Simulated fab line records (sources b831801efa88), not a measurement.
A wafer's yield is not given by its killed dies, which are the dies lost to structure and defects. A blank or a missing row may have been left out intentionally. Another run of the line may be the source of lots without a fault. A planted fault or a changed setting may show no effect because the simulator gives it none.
A struck lot beside a sound one | flow gf180mcu | 43 out of 602 route steps
Sound: wafers L216.2, L216.3, L216.5. Wafers struck: L225.2, L225.4, L225.6. At the end, the cause is stated.
Each step with rows lists, per side, the tool, then ch with its chambers, then its first start. Under that, the readings that differ: sound wafers | struck wafers | difference of the means | sigmas: that difference in standard deviations of wafers without a fault.
alike: readings whose means differ by less than 2 such deviations, and words and numbers that are the same on both sides. not compared: withheld readings, readings that some wafer has no value for, bounds like >300 that may hide the same value, and numbers for which the record gives no deviation and whose values overlap.
A row with sigmas, a row that says differs or no value, or rows on one side alone: a step with any of these is where the two part. Numbers that have no deviation but don't overlap get no sigmas and don't part them. A reading missing from all wafers of one side parts the sides only when that side holds two or more wafers.

GF_PSD_RS_MEAS_15: measurement is done with a four-point probe.
  sound: film-metro-04 at day 17 08:32; struck: film-metro-02 at day 20 18:08
  alike: PSD_RS
then, 1 step without rows for these wafers: GF_SAB_CVD_00 (deposits SiO2 from TEOS, target thk 50 nm, time 4.9302 s).
GF_SAB_THK_MEAS_01:
  sound: film-metro-03 at day 17 08:40; struck: film-metro-03 at day 20 18:16
  alike: SAB_CVD_00_THK
then, 7 steps without rows for these wafers: GF_SAB_DEHYDRATE_02 (time 60 s); GF_SAB_HMDS_03 (prime time 60 s); GF_SAB_COAT_04 (resist thk 1013 nm); GF_SAB_SOFTBAKE_05 (time 60 s); GF_SAB_EXPOSE_06 (exposes mask SAB, target cd 420 nm); GF_SAB_PEB_07; GF_SAB_DEVELOP_08 (develop time 60 s).
GF_SAB_CD_MEAS_09 targets a cd of 420 nm.
  sound: cd-sem-01 at day 18 07:40; struck: cd-sem-02 at day 21 17:49
  alike: cd-nm
GF_SAB_OVL_MEAS_10:
  sound: overlay-02 at day 18 07:46; struck: overlay-01 at day 21 17:55
  alike: SAB_OVL
GF_SAB_ETCH_11: etches SiO2 in C4F8/O2/Ar, target depth 55 nm, time 8.5 s.
  sound on rie-diel-04 ch 0,3, day 18 07:47; struck on rie-diel-01 ch 0,1,2, day 21 17:56
  alike: bias-w, oes-product-au
  not compared: rf-hours-counter-h
then, 5 steps without rows for these wafers: GF_SAB_WET_ETCH_12 (etches SiO2 in dHF, target depth 22 nm, time 440 s); GF_SAB_STRIP_13 (strips in O2/N2); GF_SALICIDE_CLEAN_00 (cleans in SC1/SC2, time 150 s); GF_SALICIDE_WET_ETCH_01 (etches SiO2 in dHF, target depth 5 nm, time 100 s); GF_SALICIDE_SPUTTER_02 (material Co, target thk 10 nm, time 20 s).
GF_SALICIDE_SPUTTER_03: material TiN, target thk 20 nm, time 16.7 s.
  sound: pvd-sputter-01 at day 18 08:10; struck: pvd-sputter-02 at day 21 18:19
  alike: throttle-valve-pct
GF_SALICIDE_RS_MEAS_04: measurement is done with a four-point probe.
  sound: film-metro-04 at day 18 08:13; struck: film-metro-04 at day 21 18:22
  alike: SALICIDE_TIN_RS
GF_SALICIDE_THK_MEAS_05: measures by xrf.
  sound: film-metro-04 at day 18 08:20; struck: film-metro-04 at day 21 18:28
  alike: SALICIDE_TIN_THK
GF_SALICIDE_RTA_06: time 30 s.
  sound on rtp-anneal-02 ch 0, day 18 08:23; struck on rtp-anneal-01 ch 0, day 21 18:32
  reading            | sound       | struck      | difference | sigmas
  lamp-power-pct (%) | 6.3 6.3 6.3 | 8.1 8.1 8.1 | +1.8       | +2
  alike: wafer_temp_C_max
then, 3 steps without rows for these wafers: GF_SALICIDE_WET_ETCH_07 (etches the open film in SPM, target depth 120 nm); GF_SALICIDE_RTA_08 (time 30 s); GF_CONTACT_CVD_00 (deposits SiO2, target thk 300 nm, time 50 s).
GF_CONTACT_THK_MEAS_01:
  sound: film-metro-04 at day 18 08:43; struck: film-metro-01 at day 21 18:52
  alike: CONTACT_CVD_00_THK
GF_CONTACT_CVD_02: deposits SiO2 from TEOS, target thk 860 nm, time 95.992 s.
  sound on pecvd-04 ch 0,1,2, day 18 08:46; struck on pecvd-01 ch 1,2, day 21 18:55
  alike: heater-power-w
GF_CONTACT_THK_MEAS_03:
  sound: film-metro-01 at day 18 08:51; struck: film-metro-01 at day 21 18:59
  alike: CONTACT_CVD_02_THK
then, 1 step without rows for these wafers: GF_CONTACT_CMP_04 (polishes SiO2).
GF_CONTACT_BOW_MEAS_05:
  sound: film-metro-03 at day 18 09:13; struck: film-metro-03 at day 21 19:22
  alike: CONTACT_BOW
then, 8 steps without rows for these wafers: GF_CONTACT_DEHYDRATE_06 (time 60 s); GF_CONTACT_HMDS_07 (prime time 60 s); GF_CONTACT_COAT_08; GF_CONTACT_COAT_09 (resist thk 1000 nm); GF_CONTACT_SOFTBAKE_10 (time 60 s); GF_CONTACT_EXPOSE_11 (exposes mask Contact, target cd 220 nm); GF_CONTACT_PEB_12 (peb time 90 s); GF_CONTACT_DEVELOP_13 (develop time 60 s).
GF_CONTACT_CD_MEAS_14 targets a cd of 220 nm.
  sound: cd-sem-02 at day 19 09:56; struck: cd-sem-02 at day 22 19:11
  alike: cd-nm
GF_CONTACT_OVL_MEAS_15:
  sound: overlay-01 at day 19 10:02; struck: overlay-01 at day 22 19:17
  alike: CONTACT_OVL
GF_CONTACT_ETCH_16: etches BARC in N2/H2.
  sound on rie-diel-02 ch 1,2,3, day 19 10:04; struck on rie-diel-04 ch 0,3, day 22 19:19
  alike: bias-w, drypump-motor-current-A, oes-product-au, throttle-valve-pct
GF_CONTACT_ETCH_17: etches SiO2 in C4F8/O2/Ar, stops on CoSi2, target depth 860 nm.
  sound: rie-diel-02 ch 1,2,3; struck: rie-diel-04 ch 0,3
  alike: bias-w, oes-product-au
-- the record jumps here: 11 days lie between the struck wafers' starts before and after (it left off in module CONTACT and takes up again in module PASSIVATION, whose first step shown is number 602 of the route) --
GF_PASSIVATION_PROBE_99:
  the record has rows for the struck wafers here (prober-01, day 34 01:14) and none for the sound ones

== WHERE THEY PART ==
Last at GF_PASSIVATION_PROBE_99 as far as this record goes, first at GF_SALICIDE_RTA_06.

WHY: what had been put in by the simulator
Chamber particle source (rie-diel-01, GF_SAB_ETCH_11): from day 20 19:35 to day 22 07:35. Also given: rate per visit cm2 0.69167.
